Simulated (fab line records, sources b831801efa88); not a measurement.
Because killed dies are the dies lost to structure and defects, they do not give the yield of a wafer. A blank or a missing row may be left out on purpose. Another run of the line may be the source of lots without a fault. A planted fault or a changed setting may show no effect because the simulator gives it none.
Problem report, 8D (eight disciplines) form, completed by code	flow sfqLine	the parts of the form that need people (team, actions taken, sign-off) are left out

== 1. THE PROBLEM ==
At SFQ_TRILAYER_M0_LITHO_PEB_024, heaterPowerTotalW averages 83.92 W over 6 wafers from 2 lots, while fault-free wafers read 79.15 W, standard deviation 0.069. That puts it +69 standard deviations away from the usual mean.
The step: peb time 60 s.
Earliest sighting: wafer L734.1 on lithoTrack-02 at day 12 00:25. Wafers with a number at this step in the record: 42, from 14 lots. Rule for "out", or "out of limits": more than 4 standard deviations from the usual mean. All remaining wafers that have a number are taken as sound.

== 2. WHAT IT IS, AND WHAT IT ISN'T ==
question	is	is not
which readings at this step	heaterPowerTotalW	-
which lots	L734, L735	L717, L718, L721, L724, L726, L727, L729, L733, L737, L738, L739, L740
which wafers of those lots	all that have a number	-
read on which tools	lithoTrack-02	lithoTrack-03, lithoTrack-04
when	from day 12 00:25	up to then (24 sound wafers); but 12 sound wafers of L737, L738, L739, L740 came after

== 3. THE SUSPECTS, EACH WITH WHAT RULES IT OUT ==
Counting: a tool at a process step up to the reading stays a suspect if it ran every lot that is out and no sound lot after the first of them.
- lithoTrack-02 at SFQ_TRILAYER_M0_LITHO_PEB_024 (peb time 60 s): kept. It ran every lot that is out, first L734 (day 12 00:25), and no sound lot after that; its last sound lot up to then is L729 (day 10 05:40). Its own heaterPowerTotalW readings are out on those wafers.
After counting, what remains is lithoTrack-02 at SFQ_TRILAYER_M0_LITHO_PEB_024.

== 4. THE CAUSE (what the simulator had put in) ==
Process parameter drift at SFQ_TRILAYER_M0_LITHO_PEB_024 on lithoTrack-02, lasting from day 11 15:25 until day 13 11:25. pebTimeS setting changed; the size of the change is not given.
After counting, this tool was the only one left.

== 5. THE EFFECT CHAIN, in route order ==
Rows list readings where the struck wafers' mean (over those with a number) sits beyond 3 standard deviations from the usual. Only readings whose record carries a usual standard deviation are examined. hours: median over the lots of the time between each lot's start at the first step of this table that gives one and its start at this step. sigmas: the change, counted in usual standard deviations.
hours	step	reading	usual	on struck wafers	change	sigmas
0	SFQ_TRILAYER_M0_LITHO_PEB_024	heaterPowerTotalW	79.15 W	83.92	+4.77	+69
It contains these process steps:
- SFQ_TRILAYER_M0_LITHO_PEB_024: peb time 60 s.

== 6. WHAT WOULD HAVE CAUGHT IT SOONER ==
The fault began at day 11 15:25; the first out-of-limits reading in this record came at day 12 00:25, 9 hours later.
